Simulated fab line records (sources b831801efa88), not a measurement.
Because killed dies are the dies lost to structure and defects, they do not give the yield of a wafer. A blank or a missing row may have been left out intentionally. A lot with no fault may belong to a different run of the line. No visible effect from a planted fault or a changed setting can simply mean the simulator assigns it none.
fab line records	flow sky130
[record] lots = 24	wafers = 72	last-day = 51
route steps=708 shown LI_CONTACT@384 CONTACT@433 VIA1@460 METAL2@484 METAL3@563
lots that met no fault: from a run of the same line without faults
start-h: start of the lot's first displayed wafer, in hours after the record's first day	wait-h: hours since the lot's step before	" same as the row above	L1.1+2: several wafers, shown together as one row	- either no value or no given start	* or withheld: withheld	< > ~ a bound
route shown NAME@n: names a module that has steps shown in the file, with the first one's number in the route	usual: mean/standard deviation of fault-free wafers	same: alike in all rows	chamber/n: place in a boat	sites: each site's reading	_std_site: the values' standard deviation	_edge_site: the outer-site mean with the inner-site mean subtracted	radius-mm: how far each site lies from the wafer's centre	mask NAME#n: copy n	behind: the tool/chamber that last shaped the wafer	hold: what put the lot on hold/how long, in hours/how the hold closed	device: the transistor (n, p or np) that didn't switch	end of line: the tests these same wafers got at the end of their route	for a step that has no rows: nothing shown but its recipe	killed: not the wafer's yield, but the dies lost to structure and defects at the first sort	map: shows each die of a wafer: x if killed, . if not, _ if none is there
set.NAME: the setting as run; set.NAME@STEP: as run at that earlier step	model.NAME: the simulator's own value behind a step, which no gauge read
the route's steps for a sample of lots (tables are steps, rows are wafers)
services: a tool's chamber out of use, with start hour (start-h, from the record's first day; less than 0 if before it), hours out, and reason
[[steps]]
[step SKY_LI_CONTACT_RS_MEAS_22]
[recipe] thk-meas-gauge = four-point-probe	reads = W_of_LI_CONTACT_CVD_21+TiN_of_LI_CONTACT_SPUTTER_20+Ti_of_LI_CONTACT_SPUTTER_19
[usual] LI_CONTACT_W_RS = 0.283/0.0046
lot.wafer	tool	chamber	start-h	wait-h	LI_CONTACT_W_RS[ohm/sq]
L074.1	film-metro-02	-	671.00	0.1	0.281
L074.2	"	-	"	"	0.275
L074.3	"	-	"	"	0.276
L075.2	film-metro-04	-	705.62	0.1	0.278
L075.3	"	-	"	"	0.284
L075.6	"	-	"	"	0.276
L076.1	film-metro-01	-	706.40	0.1	0.287
L076.5	"	-	"	"	0.285
L076.6	"	-	"	"	0.277
L077.1	film-metro-01	-	708.13	0.1	0.282
L077.4	"	-	"	"	0.286
L077.5	"	-	"	"	0.286
L079.3	film-metro-04	-	711.44	0.1	0.276
L079.4	"	-	"	"	0.285
L079.5	"	-	"	"	0.279
L078.2	film-metro-04	-	715.07	0.1	0.277
L078.4	"	-	"	"	0.278
L078.5	"	-	"	"	0.286
L080.3	film-metro-02	-	721.59	0.1	0.281
L080.5	"	-	"	"	0.285
L080.6	"	-	"	"	0.277
L081.1	film-metro-04	-	735.32	0.1	0.286
L081.3	"	-	"	"	0.281
L081.6	"	-	"	"	0.284
L082.2	film-metro-02	-	745.92	0.1	0.291
L082.4	"	-	"	"	0.280
L082.5	"	-	"	"	0.289
L084.3	film-metro-02	-	748.46	0.1	0.278
L084.4	"	-	"	"	0.284
L084.6	"	-	"	"	0.284
L083.1	film-metro-02	-	753.81	0.1	0.284
L083.2	"	-	"	"	0.288
L083.5	"	-	"	"	0.283
L085.1	film-metro-02	-	755.60	0.1	0.279
L085.2	"	-	"	"	0.287
L085.3	"	-	"	"	0.285
L086.2	film-metro-01	-	772.77	0.1	0.279
L086.4	"	-	"	"	0.288
L086.6	"	-	"	"	0.279
L087.3	film-metro-01	-	783.29	0.1	0.279
L087.4	"	-	"	"	0.285
L087.6	"	-	"	"	0.281
L088.1	film-metro-04	-	784.40	0.1	0.289
L088.3	"	-	"	"	0.279
L088.6	"	-	"	"	0.277
L089.2	film-metro-02	-	793.39	0.1	0.282
L089.3	"	-	"	"	0.284
L089.5	"	-	"	"	0.279
L090.1	film-metro-02	-	803.55	0.1	0.277
L090.3	"	-	"	"	0.279
L090.4	"	-	"	"	0.291
L091.3	film-metro-01	-	809.64	0.1	0.291
L091.5	"	-	"	"	0.286
L091.6	"	-	"	"	0.282
L092.3	film-metro-02	-	813.91	0.1	0.280
L092.4	"	-	"	"	0.287
L092.6	"	-	"	"	0.290
L093.1	film-metro-01	-	828.60	0.1	0.286
L093.2	"	-	"	"	0.283
L093.3	"	-	"	"	0.279
L094.1	film-metro-04	-	842.42	0.1	0.288
L094.2	"	-	"	"	0.282
L094.3	"	-	"	"	0.289
L095.1	film-metro-04	-	859.00	0.1	0.286
L095.3	"	-	"	"	0.285
L095.6	"	-	"	"	0.285
L097.1	film-metro-01	-	876.15	0.1	0.281
L097.2	"	-	"	"	0.279
L097.4	"	-	"	"	0.277
L096.1	film-metro-01	-	878.00	0.1	0.277
L096.3	"	-	"	"	0.277
L096.4	"	-	"	"	0.284
[step SKY_CONTACT_CMP_27]
[recipe] stop-on = SiO2	t-overpolish-s = 15	down-force-psi = 3.5	platen-rpm = 60	target-thk-nm = 0	pad-velocity-m-s = 0.94248
[usual] motor-current-A = 10.7/1.1	overpolish-run-s = 15.000/0.01	time-to-endpoint-s = 81.4/2.6
lot.wafer	tool	chamber	start-h	wait-h	motor-current-A	overpolish-run-s	time-to-endpoint-s
L074.2	cmp-02	0	730.55	0.0	9.7	14.997	81.7
L074.3	"	1	"	"	12.0	14.997	78.1
L074.1	"	2	"	"	10.8	15.007	82.1
L075.3	cmp-02	2	762.74	0.0	10.3	14.991	80.5
L075.2	"	1	"	"	11.4	15.004	83.5
L075.6	"	2	"	"	10.2	14.990	74.9
L076.1	cmp-01	3	764.00	0.2	9.4	15.006	82.1
L076.6	"	0	"	"	13.0	14.996	81.3
L076.5	"	1	"	"	10.3	15.000	82.8
L077.4	cmp-01	1	765.09	0.0	10.2	15.002	80.8
L077.1	"	0	"	"	12.8	15.011	84.8
L077.5	"	1	"	"	10.2	14.997	81.2
L079.3	cmp-01	3	768.24	0.0	9.3	14.986	77.9
L079.4	"	0	"	"	12.3	15.008	83.2
L079.5	"	3	"	"	10.0	14.975	79.5
L078.2	cmp-02	1	771.99	0.0	11.7	15.000	76.7
L078.4	"	2	"	"	10.6	14.991	77.2
L078.5	"	2	"	"	10.7	14.983	76.2
L080.3	cmp-01	3	780.24	0.1	9.5	14.971	82.0
L080.6	"	2	"	"	10.2	14.997	82.0
L080.5	"	3	"	"	9.7	15.001	79.6
L081.1	cmp-01	3	792.36	0.2	9.6	14.999	79.1
L081.3	"	0	"	"	12.6	14.996	77.5
L081.6	"	3	"	"	9.9	15.012	77.8
L082.4	cmp-02	0	803.14	0.4	9.7	14.996	81.6
L082.2	"	1	"	"	12.0	15.002	76.4
L082.5	"	2	"	"	10.2	14.995	78.2
L084.3	cmp-02	1	807.11	0.0	12.1	14.996	82.3
L084.4	"	3	"	"	11.0	14.988	83.8
L084.6	"	1	"	"	11.2	15.009	83.4
L083.2	cmp-02	2	810.89	0.1	11.2	14.992	80.4
L083.1	"	1	"	"	11.1	14.998	83.3
L083.5	"	2	"	"	10.3	15.003	82.5
L085.1	cmp-02	0	813.25	0.1	10.4	15.006	79.0
L085.2	"	1	"	"	11.4	15.007	80.6
L085.3	"	3	"	"	10.7	15.026	81.8
L086.4	cmp-01	0	829.85	0.1	12.8	15.000	79.9
L086.2	"	1	"	"	10.3	14.992	82.7
L086.6	"	2	"	"	9.3	15.011	82.0
L087.3	cmp-02	3	839.71	0.1	10.5	15.007	83.1
L087.4	"	0	"	"	10.1	14.997	82.2
L087.6	"	2	"	"	10.5	14.983	81.4
L088.3	cmp-01	3	841.80	0.0	9.2	15.001	80.8
L088.1	"	2	"	"	10.1	15.004	81.0
L088.6	"	0	"	"	12.9	14.990	79.4
L089.2	cmp-01	2	849.09	0.1	10.3	15.012	79.1
L089.3	"	3	"	"	9.4	14.988	78.0
L089.5	"	1	"	"	10.1	14.990	77.5
L090.3	cmp-01	2	859.95	0.0	9.9	15.008	81.0
L090.1	"	3	"	"	9.8	15.000	80.2
L090.4	"	0	"	"	13.1	14.990	76.3
L091.3	cmp-02	1	864.42	0.2	11.5	15.003	81.1
L091.6	"	2	"	"	10.8	15.017	80.4
L091.5	"	3	"	"	11.1	15.015	85.5
L092.4	cmp-02	3	869.48	0.0	10.9	15.016	84.4
L092.3	"	2	"	"	10.3	14.996	83.4
L092.6	"	3	"	"	11.1	14.970	85.1
L093.1	cmp-02	0	884.64	0.1	10.1	15.001	83.6
L093.2	"	1	"	"	12.1	14.983	80.2
L093.3	"	2	"	"	10.8	15.016	79.0
L094.2	cmp-02	1	897.70	0.0	11.5	14.999	82.8
L094.3	"	3	"	"	11.2	14.995	83.6
L094.1	"	0	"	"	9.8	14.994	81.6
L095.3	cmp-01	0	913.99	0.1	13.3	14.999	81.8
L095.1	"	2	"	"	9.8	15.005	80.7
L095.6	"	3	"	"	9.6	15.000	82.2
L097.1	cmp-01	3	928.85	0.1	9.9	14.996	85.2
L097.2	"	0	"	"	12.8	14.993	84.2
L097.4	"	1	"	"	10.3	15.000	86.8
L096.3	cmp-01	0	931.38	0.1	12.6	15.007	81.8
L096.4	"	1	"	"	10.5	15.008	86.1
L096.1	"	2	"	"	9.4	15.002	83.8
[step SKY_VIA1_CMP_02]
[recipe] material = SiO2	down-force-psi = 4	platen-rpm = 60	pad-velocity-m-s = 0.94248
[usual] motor-current-A = 11.8/1.4
lot.wafer	tool	chamber	start-h	wait-h	motor-current-A
L074.2	cmp-01	3	758.81	0.0	10.3
L074.3	"	0	"	"	14.4
L074.1	"	2	"	"	10.7
L075.2	cmp-01	3	791.76	0.3	10.0
L075.3	"	1	"	"	10.4
L075.6	"	3	"	"	10.1
L076.1	cmp-01	0	792.66	0.1	14.6
L076.5	"	3	"	"	10.6
L076.6	"	0	"	"	14.6
L077.4	cmp-01	1	793.90	0.2	11.4
L077.1	"	2	"	"	10.5
L077.5	"	0	"	"	14.2
L079.4	cmp-01	2	796.37	0.0	10.6
L079.3	"	3	"	"	10.6
L079.5	"	2	"	"	10.8
L078.4	cmp-02	2	800.20	0.1	11.7
L078.2	"	3	"	"	11.9
L078.5	"	1	"	"	12.9
L080.3	cmp-02	0	808.35	0.2	10.9
L080.6	"	2	"	"	11.5
L080.5	"	3	"	"	11.8
L081.3	cmp-01	1	820.91	0.1	10.8
L081.1	"	2	"	"	11.3
L081.6	"	3	"	"	10.7
L082.2	cmp-01	2	831.48	0.1	10.8
L082.4	"	0	"	"	14.2
L082.5	"	1	"	"	11.3
L084.3	cmp-01	1	834.72	0.0	11.1
L084.4	"	2	"	"	10.5
L084.6	"	2	"	"	11.1
L083.1	cmp-02	3	838.78	0.1	11.8
L083.2	"	1	"	"	13.0
L083.5	"	3	"	"	11.9
L085.1	cmp-01	3	840.46	0.1	10.2
L085.3	"	0	"	"	14.0
L085.2	"	1	"	"	11.4
L086.4	cmp-02	2	856.82	0.1	11.3
L086.2	"	3	"	"	12.5
L086.6	"	1	"	"	13.0
L087.4	cmp-02	0	867.58	0.1	11.1
L087.3	"	1	"	"	12.9
L087.6	"	2	"	"	12.0
L088.3	cmp-01	0	869.57	0.0	14.3
L088.1	"	3	"	"	10.5
L088.6	"	1	"	"	10.9
L089.2	cmp-02	0	877.54	0.2	10.1
L089.3	"	1	"	"	13.2
L089.5	"	1	"	"	12.6
L090.1	cmp-02	0	887.34	0.1	11.4
L090.4	"	1	"	"	12.6
L090.3	"	3	"	"	12.0
L091.3	cmp-01	2	891.80	0.2	10.6
L091.6	"	3	"	"	9.9
L091.5	"	0	"	"	13.7
L092.3	cmp-01	1	896.83	0.1	11.1
L092.4	"	3	"	"	9.9
L092.6	"	0	"	"	14.9
L093.3	cmp-01	3	911.37	0.0	10.5
L093.1	"	1	"	"	11.4
L093.2	"	2	"	"	11.4
L094.1	cmp-01	3	924.43	0.1	10.3
L094.3	"	0	"	"	14.2
L094.2	"	1	"	"	11.2
L095.3	cmp-02	2	940.23	0.1	11.0
L095.1	"	3	"	"	11.4
L095.6	"	1	"	"	13.1
L097.4	cmp-02	2	966.28	0.3	11.3
L097.2	"	3	"	"	12.2
L097.1	"	0	"	"	10.8
L096.4	cmp-02	1	966.58	0.3	13.2
L096.3	"	3	"	"	12.1
L096.1	"	0	"	"	11.0
[step SKY_METAL2_SPUTTER_01]
[recipe] material = TiN	target-thk-nm = 20	power-w = 6500	time-s = 16.7	chamber-pressure-pa = 0.4
[usual] throttle-valve-pct = 30.0/1.1
lot.wafer	tool	chamber	start-h	wait-h	throttle-valve-pct
L074.1	pvd-sputter-02	-	787.98	0.0	31.4
L074.2	"	-	"	"	30.2
L074.3	"	-	"	"	30.6
L075.2	pvd-sputter-03	-	820.57	0.0	30.1
L075.3	"	-	"	"	29.7
L075.6	"	-	"	"	28.7
L076.1	pvd-sputter-02	-	821.33	0.0	30.5
L076.5	"	-	"	"	31.5
L076.6	"	-	"	"	30.2
L077.1	pvd-sputter-04	-	821.67	0.0	29.6
L077.4	"	-	"	"	27.7
L077.5	"	-	"	"	30.0
L079.3	pvd-sputter-02	-	824.21	0.0	28.7
L079.4	"	-	"	"	30.7
L079.5	"	-	"	"	31.6
L078.2	pvd-sputter-04	-	827.51	0.0	29.9
L078.4	"	-	"	"	29.6
L078.5	"	-	"	"	30.1
L080.3	pvd-sputter-04	-	837.00	0.0	27.9
L080.5	"	-	"	"	28.0
L080.6	"	-	"	"	29.7
L081.1	pvd-sputter-04	-	848.91	0.0	27.8
L081.3	"	-	"	"	29.7
L081.6	"	-	"	"	31.1
L082.2	pvd-sputter-02	-	858.76	0.0	31.7
L082.4	"	-	"	"	28.9
L082.5	"	-	"	"	28.8
L084.3	pvd-sputter-04	-	862.56	0.0	31.1
L084.4	"	-	"	"	29.4
L084.6	"	-	"	"	29.8
L083.1	pvd-sputter-02	-	866.08	0.0	30.1
L083.2	"	-	"	"	28.9
L083.5	"	-	"	"	31.3
L085.1	pvd-sputter-04	-	868.03	0.0	29.7
L085.2	"	-	"	"	29.7
L085.3	"	-	"	"	31.4
L086.2	pvd-sputter-02	-	885.06	0.0	29.0
L086.4	"	-	"	"	30.3
L086.6	"	-	"	"	30.6
L087.3	pvd-sputter-03	-	894.98	0.0	31.1
L087.4	"	-	"	"	29.6
L087.6	"	-	"	"	30.2
L088.1	pvd-sputter-04	-	897.01	0.0	31.1
L088.3	"	-	"	"	28.1
L088.6	"	-	"	"	30.2
L089.2	pvd-sputter-04	-	904.80	0.0	29.9
L089.3	"	-	"	"	28.1
L089.5	"	-	"	"	29.5
L090.1	pvd-sputter-03	-	915.16	0.0	30.2
L090.3	"	-	"	"	31.1
L090.4	"	-	"	"	28.7
L091.3	pvd-sputter-03	-	918.50	0.0	28.8
L091.5	"	-	"	"	29.4
L091.6	"	-	"	"	30.9
L092.3	pvd-sputter-02	-	923.71	0.0	30.6
L092.4	"	-	"	"	31.5
L092.6	"	-	"	"	29.0
L093.1	pvd-sputter-04	-	937.12	0.0	31.1
L093.2	"	-	"	"	29.4
L093.3	"	-	"	"	29.9
L094.1	pvd-sputter-04	-	950.19	0.0	31.1
L094.2	"	-	"	"	29.6
L094.3	"	-	"	"	27.8
L095.1	pvd-sputter-04	-	966.34	0.0	28.0
L095.3	"	-	"	"	30.0
L095.6	"	-	"	"	31.1
L097.1	pvd-sputter-04	-	991.20	0.0	29.8
L097.2	"	-	"	"	27.8
L097.4	"	-	"	"	31.4
L096.1	pvd-sputter-02	-	991.71	0.0	30.3
L096.3	"	-	"	"	30.6
L096.4	"	-	"	"	28.8
[step SKY_METAL2_RS_MEAS_05]
[recipe] thk-meas-gauge = four-point-probe	reads = TiN_of_METAL2_SPUTTER_04+Ti_of_METAL2_SPUTTER_03+AlCu_of_METAL2_SPUTTER_02+TiN_of_METAL2_SPUTTER_01+Ti_of_METAL2_SPUTTER_00
[usual] METAL2_ALCU_RS = 0.1264/0.0014
lot.wafer	tool	chamber	start-h	wait-h	METAL2_ALCU_RS[ohm/sq]
L074.1	film-metro-02	-	788.10	0.0	0.1272
L074.2	"	-	"	"	0.1274
L074.3	"	-	"	"	0.1268
L075.2	film-metro-03	-	820.71	0.0	0.1271
L075.3	"	-	"	"	0.1276
L075.6	"	-	"	"	0.1268
L076.1	film-metro-03	-	821.45	0.0	0.1247
L076.5	"	-	"	"	0.1262
L076.6	"	-	"	"	0.1259
L077.1	film-metro-04	-	821.79	0.0	0.1244
L077.4	"	-	"	"	0.1240
L077.5	"	-	"	"	0.1246
L079.3	film-metro-02	-	824.37	0.1	0.1263
L079.4	"	-	"	"	0.1271
L079.5	"	-	"	"	0.1256
L078.2	film-metro-02	-	827.64	0.0	0.1267
L078.4	"	-	"	"	0.1254
L078.5	"	-	"	"	0.1259
L080.3	film-metro-03	-	837.16	0.1	0.1266
L080.5	"	-	"	"	0.1267
L080.6	"	-	"	"	0.1253
L081.1	film-metro-03	-	849.03	0.0	0.1275
L081.3	"	-	"	"	0.1265
L081.6	"	-	"	"	0.1264
L082.2	film-metro-03	-	858.89	0.0	0.1260
L082.4	"	-	"	"	0.1255
L082.5	"	-	"	"	0.1247
L084.3	film-metro-02	-	862.72	0.1	0.1249
L084.4	"	-	"	"	0.1264
L084.6	"	-	"	"	0.1251
L083.1	film-metro-02	-	866.20	0.0	0.1289
L083.2	"	-	"	"	0.1286
L083.5	"	-	"	"	0.1291
L085.1	film-metro-03	-	868.15	0.0	0.1259
L085.2	"	-	"	"	0.1258
L085.3	"	-	"	"	0.1255
L086.2	film-metro-02	-	885.20	0.0	0.1266
L086.4	"	-	"	"	0.1289
L086.6	"	-	"	"	0.1273
L087.3	film-metro-03	-	895.14	0.1	0.1264
L087.4	"	-	"	"	0.1246
L087.6	"	-	"	"	0.1258
L088.1	film-metro-03	-	897.12	0.0	0.1288
L088.3	"	-	"	"	0.1294
L088.6	"	-	"	"	0.1285
L089.2	film-metro-04	-	904.94	0.0	0.1256
L089.3	"	-	"	"	0.1251
L089.5	"	-	"	"	0.1255
L090.1	film-metro-04	-	915.28	0.0	0.1263
L090.3	"	-	"	"	0.1246
L090.4	"	-	"	"	0.1245
L091.3	film-metro-04	-	918.66	0.1	0.1255
L091.5	"	-	"	"	0.1253
L091.6	"	-	"	"	0.1275
L092.3	film-metro-03	-	923.86	0.1	0.1246
L092.4	"	-	"	"	0.1265
L092.6	"	-	"	"	0.1258
L093.1	film-metro-03	-	937.23	0.0	0.1285
L093.2	"	-	"	"	0.1282
L093.3	"	-	"	"	0.1280
L094.1	film-metro-02	-	950.31	0.0	0.1270
L094.2	"	-	"	"	0.1265
L094.3	"	-	"	"	0.1254
L095.1	film-metro-03	-	966.45	0.0	0.1276
L095.3	"	-	"	"	0.1268
L095.6	"	-	"	"	0.1287
L097.1	film-metro-04	-	991.45	0.1	0.1253
L097.2	"	-	"	"	0.1252
L097.4	"	-	"	"	0.1241
L096.1	film-metro-04	-	991.83	0.0	0.1255
L096.3	"	-	"	"	0.1238
L096.4	"	-	"	"	0.1256
[step SKY_METAL3_CD_MEAS_13]
[recipe] target-cd-nm = 300
[usual] cd-nm = 299.7/1.7
lot.wafer	tool	chamber	start-h	wait-h	cd-nm
L074.1	cd-sem-02	-	896.76	-	300.1
L074.2	"	-	"	"	299.3
L074.3	"	-	"	"	300.2
L075.2	cd-sem-01	-	926.60	-	298.6
L075.3	"	-	"	"	295.8
L075.6	"	-	"	"	296.2
L076.1	cd-sem-01	-	928.56	-	301.5
L076.5	"	-	"	"	302.3
L076.6	"	-	"	"	301.0
L077.1	cd-sem-02	-	928.86	-	299.1
L077.4	"	-	"	"	298.4
L077.5	"	-	"	"	298.7
L079.3	cd-sem-02	-	929.45	-	300.8
L079.4	"	-	"	"	300.5
L079.5	"	-	"	"	300.1
L078.2	cd-sem-01	-	933.83	-	301.4
L078.4	"	-	"	"	299.4
L078.5	"	-	"	"	300.6
L080.3	cd-sem-01	-	941.65	-	296.4
L080.5	"	-	"	"	296.4
L080.6	"	-	"	"	297.3
L081.1	cd-sem-01	-	954.13	-	297.7
L081.3	"	-	"	"	299.6
L081.6	"	-	"	"	299.3
L082.2	cd-sem-02	-	964.03	-	297.7
L082.4	"	-	"	"	297.7
L082.5	"	-	"	"	296.8
L084.3	cd-sem-01	-	965.75	-	299.8
L084.4	"	-	"	"	298.4
L084.6	"	-	"	"	298.9
L083.1	cd-sem-02	-	968.66	-	298.6
L083.2	"	-	"	"	298.5
L083.5	"	-	"	"	298.8
L085.1	cd-sem-01	-	969.96	-	300.4
L085.2	"	-	"	"	302.2
L085.3	"	-	"	"	301.7
L086.2	cd-sem-02	-	986.28	-	299.6
L086.4	"	-	"	"	300.3
L086.6	"	-	"	"	298.9
L087.3	cd-sem-02	-	995.15	-	296.6
L087.4	"	-	"	"	297.9
L087.6	"	-	"	"	296.7
L088.1	cd-sem-01	-	996.11	-	301.2
L088.3	"	-	"	"	298.7
L088.6	"	-	"	"	301.5
L089.2	cd-sem-01	-	1004.68	-	299.3
L089.3	"	-	"	"	299.3
L089.5	"	-	"	"	299.6
L090.1	cd-sem-01	-	1013.81	-	300.3
L090.3	"	-	"	"	302.3
L090.4	"	-	"	"	301.8
L091.3	cd-sem-02	-	1017.40	-	301.1
L091.5	"	-	"	"	300.6
L091.6	"	-	"	"	300.4
L092.3	cd-sem-01	-	1021.55	-	301.5
L092.4	"	-	"	"	303.1
L092.6	"	-	"	"	301.8
L093.1	cd-sem-02	-	1041.86	-	300.2
L093.2	"	-	"	"	299.7
L093.3	"	-	"	"	301.4
L094.1	cd-sem-02	-	1045.31	-	300.1
L094.2	"	-	"	"	299.9
L094.3	"	-	"	"	300.1
L095.1	cd-sem-01	-	1059.51	-	298.9
L095.3	"	-	"	"	300.8
L095.6	"	-	"	"	299.7
L097.1	cd-sem-01	-	1082.96	-	301.2
L097.2	"	-	"	"	301.9
L097.4	"	-	"	"	300.6
L096.1	cd-sem-02	-	1083.31	-	302.6
L096.3	"	-	"	"	300.1
L096.4	"	-	"	"	300.7
[[services]]
tool	chamber	start-h	hours	kind
cmp-01	-	716.86	5.7	pm
pvd-sputter-04	-	716.89	2.3	repair
cmp-01	-	723.98	1.4	repair
cmp-01	-	726.08	2.2	repair
cmp-02	-	743.68	6.5	repair
cmp-01	-	747.01	4.0	pm
cmp-02	-	747.24	4.3	repair
cmp-02	-	751.57	4.7	pm
cmp-02	-	756.63	3.7	repair
pvd-sputter-02	-	763.69	4.2	repair
cmp-02	-	779.52	19.2	pm
cmp-01	-	794.56	1.7	repair
cmp-01	-	798.94	13.6	pm
cmp-02	-	799.58	0.4	repair
cmp-01	-	838.77	0.2	repair
cmp-02	-	852.85	0.6	repair
pvd-sputter-02	-	855.11	2.4	repair
pvd-sputter-02	-	880.88	0.8	repair
cmp-02	-	912.00	4.0	pm
cmp-02	-	916.51	7.4	repair
cmp-02	-	923.87	5.9	pm
cmp-02	-	944.50	1.1	repair
cmp-02	-	969.03	0.2	repair
cmp-01	-	971.42	7.8	repair
[[key]]
fault none
